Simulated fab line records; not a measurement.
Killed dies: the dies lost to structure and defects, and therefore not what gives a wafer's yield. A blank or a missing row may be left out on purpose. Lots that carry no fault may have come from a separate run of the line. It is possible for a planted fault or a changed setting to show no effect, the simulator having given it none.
Which tool did it? | flow sky130 | 39 wafers from 13 lots sampled at 4 of the route's 708 steps

## WHAT THE GAUGES SHOWED, per wafer
SKY_VT_ADJUST_PCH_OVL_MEAS_07. Usual: VT_ADJUST_PCH_OVL typically reads -0.3 nm, with standard deviation 1.4.
lot  | measured     | on         | VT_ADJUST_PCH_OVL (nm) | flag
L388 | day 10 13:38 | overlay-01 | 1.8 1.2 -0.3           |
L389 | day 10 21:34 | overlay-02 | 0.6 0.3 0.2            |
L390 | day 11 04:25 | overlay-02 | -0.8 -1.0 -2.1         |
L394 | day 12 21:29 | overlay-02 | 0.2 -0.9 0.4           |
L396 | day 13 06:43 | overlay-02 | -0.5 0.0 0.2           |
L397 | day 13 08:37 | overlay-01 | 1.3 2.5 0.8            |
L398 | day 13 17:55 | overlay-01 | -0.3 0.3 -1.8          |
L400 | day 15 02:46 | overlay-02 | -1.2 -1.2 -2.2         |
L404 | day 15 22:07 | overlay-02 | -2.0 -1.1 -0.6         |
L406 | day 16 08:50 | overlay-02 | -0.4 -0.5 -0.1         |
L407 | day 16 20:53 | overlay-02 | 0.2 0.2 0.5            |
L409 | day 17 14:55 | overlay-02 | -2.5 -1.7 -0.4         |
L410 | day 17 19:04 | overlay-01 | 3.2 0.7 2.4            |

SKY_SONOS_ONO_CD_MEAS_13: the cd target is 410 nm. Usual: 410.4 nm for cd_nm, sd 1.7.
lot  | measured     | on        | cd_nm (nm)        | flag
L388 | day 12 19:30 | cd_sem-02 | 412.5 413.2 412.6 |
L389 | day 13 02:50 | cd_sem-02 | 413.8 416.0 413.6 |
L390 | day 13 11:02 | cd_sem-02 | 410.6 409.8 410.5 |
L394 | day 15 08:44 | cd_sem-01 | 411.2 407.8 409.8 |
L396 | day 15 16:53 | cd_sem-02 | 409.5 407.7 409.2 |
L397 | day 15 19:19 | cd_sem-02 | 411.8 411.9 409.5 |
L398 | day 16 05:59 | cd_sem-02 | 411.9 411.1 411.7 |
L400 | day 17 16:34 | cd_sem-02 | 409.3 408.4 409.3 |
L404 | day 18 15:16 | cd_sem-02 | 411.8 411.2 412.0 |
L406 | day 19 02:08 | cd_sem-02 | 408.5 410.0 409.5 |
L407 | day 19 14:51 | cd_sem-02 | 406.2 407.9 408.4 |
L409 | day 20 12:22 | cd_sem-02 | 407.3 409.4 407.5 |
L410 | day 20 15:13 | cd_sem-01 | 410.2 410.9 409.8 |

## EACH LOT AND THE TOOL THAT RAN IT (in order: tool; ch and the chambers of the sampled wafers; start)
lot  | SKY_NWELL_IMPLANT_24            | SKY_VT_ADJUST_LVTN_STRIP_09
L388 | implanter-01 ch 0, day 5 11:46  | plasma_asher-02 ch 0,1, day 7 01:05
L389 | implanter-01 ch 0, day 5 19:28  | plasma_asher-02 ch 0,1, day 7 08:54
L390 | implanter-04 ch 0, day 5 23:49  | plasma_asher-02 ch 0,1, day 7 13:51
L394 | implanter-04 ch 0, day 7 07:41  | plasma_asher-02 ch 0,1, day 9 01:05
L396 | implanter-03 ch 0, day 7 12:10  | plasma_asher-02 ch 0,1, day 9 07:03
L397 | implanter-01 ch 0, day 7 15:06  | plasma_asher-02 ch 0,1, day 9 09:30
L398 | implanter-01 ch 0, day 7 23:11  | plasma_asher-03 ch 0,1, day 9 18:45
L400 | implanter-03 ch 0, day 9 01:14  | plasma_asher-02 ch 0,1, day 10 22:27
L404 | implanter-04 ch 0, day 9 15:51  | plasma_asher-02 ch 0,1, day 11 15:35
L406 | implanter-03 ch 0, day 10 00:08 | plasma_asher-03 ch 0,1, day 11 23:57
L407 | implanter-04 ch 0, day 10 09:28 | plasma_asher-03 ch 0,1, day 12 09:50
L409 | implanter-03 ch 0, day 11 00:28 | plasma_asher-02 ch 0,1, day 13 02:03
L410 | implanter-04 ch 0, day 11 03:26 | plasma_asher-02 ch 0,1, day 13 05:54
- SKY_NWELL_IMPLANT_24
- SKY_VT_ADJUST_LVTN_STRIP_09: strips in O2/N2.

## WHAT THE TOOLS THEMSELVES READ (means of the sampled wafers that have a number; where no wafer has one, the mark that the record gives instead)
SKY_NWELL_IMPLANT_24. Usual: beam_energy_keV 139.99, standard deviation 0.043; end_station_pressure_torr 4.99e-06 Torr, standard deviation 2.7e-07.
lot  | tool         | beam_energy_keV | end_station_pressure_torr (Torr) | flag
L388 | implanter-01 | 139.98          | 5.13e-06                         |
L389 | implanter-01 | 139.95          | 4.93e-06                         |
L390 | implanter-04 | 139.99          | 5.22e-06                         |
L394 | implanter-04 | 140.03          | 4.94e-06                         |
L396 | implanter-03 | 140.03          | 5.05e-06                         |
L397 | implanter-01 | 124.95          | 4.83e-06                         | OFF
L398 | implanter-01 | 124.92          | 4.85e-06                         | OFF
L400 | implanter-03 | 140.03          | 5.08e-06                         |
L404 | implanter-04 | 140.00          | 4.95e-06                         |
L406 | implanter-03 | 139.90          | 4.67e-06                         |
L407 | implanter-04 | 139.96          | 4.79e-06                         |
L409 | implanter-03 | 139.98          | 4.94e-06                         |
L410 | implanter-04 | 140.02          | 4.86e-06                         |

SKY_VT_ADJUST_LVTN_STRIP_09. Usual: drypump_motor_current_A 5.6 A, standard deviation 0.44; oes_product_au 0.722 a.u., standard deviation 0.0041; strip_time_to_endpoint_s 36.93 s, standard deviation 0.11.
lot  | tool            | drypump_motor_current_A (A) | oes_product_au (a.u.) | strip_time_to_endpoint_s (s) | flag
L388 | plasma_asher-02 | 5.7                         | 0.723                 | 37.02                        |
L389 | plasma_asher-02 | 5.7                         | 0.723                 | 36.94                        |
L390 | plasma_asher-02 | 5.7                         | 0.722                 | 37.01                        |
L394 | plasma_asher-02 | 5.7                         | 0.723                 | 36.76                        |
L396 | plasma_asher-02 | 5.7                         | 0.722                 | 36.83                        |
L397 | plasma_asher-02 | 5.7                         | 0.718                 | 36.89                        |
L398 | plasma_asher-03 | 5.6                         | 0.724                 | 36.78                        |
L400 | plasma_asher-02 | 5.7                         | 0.722                 | 37.04                        |
L404 | plasma_asher-02 | 5.7                         | 0.720                 | 36.83                        |
L406 | plasma_asher-03 | 5.3                         | 0.723                 | 36.77                        |
L407 | plasma_asher-03 | 5.6                         | 0.722                 | 36.85                        |
L409 | plasma_asher-02 | 5.7                         | 0.723                 | 37.09                        |
L410 | plasma_asher-02 | 5.7                         | 0.722                 | 37.10                        |

## THE ANSWER, worked out from the rows above alone
Rule: a lot counts as off when the mean over its wafers that have a number is more than 3 standard deviations away from the usual mean. Also off: a lot with no number at a reading for which 4 or more lots have one. Any other lot the step has rows for is counted as sound. After the gauges, taken in route order, come the tools' own readings; for these a lot's mean is taken, as printed above. The first step at which some lot is off is used, and at that step the reading that is off furthest; a lot without a number counts as furthest.
Off at SKY_NWELL_IMPLANT_24 (beam_energy_keV): L397, L398.
A tool fits if, at that step or a process step before it, it ran every lot that is off, and no sound lot after the first of them. One fits: implanter-01 at SKY_NWELL_IMPLANT_24. Its last sound lot is L389 (day 5 19:28), its first lot that is off L397 (day 7 15:06): a fault that began between those two fits.
The tool's own readings at SKY_NWELL_IMPLANT_24 bear it out: on the lots that are off they differ by more than 5 times the standard deviation of the sound lots' means. beam_energy_keV reads 124.94 there against 139.99 on the sound lots.

## WHAT HAD BEEN PUT IN BY THE SIMULATOR
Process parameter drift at SKY_NWELL_IMPLANT_24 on implanter-01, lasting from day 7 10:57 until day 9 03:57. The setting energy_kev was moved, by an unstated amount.
Shown lots that were struck: L397, L398. The rule given above showed the same thing.
